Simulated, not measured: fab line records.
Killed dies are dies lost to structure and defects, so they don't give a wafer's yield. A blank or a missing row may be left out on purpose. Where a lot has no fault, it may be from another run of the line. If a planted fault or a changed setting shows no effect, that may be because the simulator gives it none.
2 desks looking at one fault	flow gf180mcu	only its own numbers are on each desk; what lay behind them is given at the end

FOR THE TOOL OWNER'S DESK: pvdSputter-02
The tool's own readings at GF_M2_SPUTTER_01 (material TiN, target thk 30 nm, time 25 s): means of the sampled wafers that have a number, for each lot that ran on this tool. Any lot whose mean is over 4 standard deviations away from the usual mean is out of limits and marked OUT; that distance is given in the brackets.
Columns: A = cathodeDcPowerW at GF_M2_SPUTTER_01, usual 6500.0 W; B = chamberPressurePa at GF_M2_SPUTTER_01, usual 0.4001 Pa; C = throttleValvePct at GF_M2_SPUTTER_01, usual 30.0 %
lot	first seen here	A	B	C
L806	day 19 21:08	6500.2	0.3997	30.3
L812	day 21 21:48	6501.7	0.4004	30.1
L813	day 22 05:35	6500.5	0.4001	29.9
L814	day 22 12:01	6500.1	0.3998	29.9
L815	day 22 18:50	6499.6	0.3989	30.0
L817	day 23 17:36	6499.3	0.4046 (+5.9) OUT	30.0
Finding of this desk: L817 out of limits; the first was L817 at day 23 17:36, on chamberPressurePa at GF_M2_SPUTTER_01. In limits: L806, L812, L813, L814, L815.

THE METROLOGY DESK
Means of the sampled wafers that have a number, per lot and without regard to the tool the lot ran on: this is what the gauges read. Any lot whose mean is over 4 standard deviations away from the usual mean is out of limits and marked OUT; that distance is given in the brackets.
Columns: A = cdNm at GF_V1_CD_MEAS_14, usual 260.2 nm
lot	first seen here	A
L803	day 18 10:02	259.1
L804	day 18 21:20	261.4
L805	day 19 13:23	259.8
L806	day 19 19:29	259.3
L808	day 20 08:55	260.1
L809	day 20 20:01	260.0
L811	day 21 11:14	258.6
L812	day 21 20:13	257.8
L813	day 22 04:01	259.4
L814	day 22 10:24	260.2
L815	day 22 17:14	261.7
L817	day 23 15:50	260.1
L823	day 25 13:55	261.6
This desk found nothing out of limits on any of the 13 lots.

PUT TOGETHER
The tool owner's desk had the chance to raise an alarm at day 23 17:36 on L817.
The metrology desk saw nothing out of limits.
The metrology desk has L817 on record, within its limits.
Of the lots named, all ran GF_M2_SPUTTER_01 on pvdSputter-02.

WHAT THE SIMULATOR HAD INSERTED
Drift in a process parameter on pvdSputter-02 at GF_M2_SPUTTER_01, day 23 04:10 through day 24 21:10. The setting chamberPressurePa was moved by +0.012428, starting from 0.4. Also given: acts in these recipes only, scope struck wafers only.
Shown lots that were struck: L817.
Hours from the fault's start to each desk's first reading out of limits: the tool owner's desk, 13.
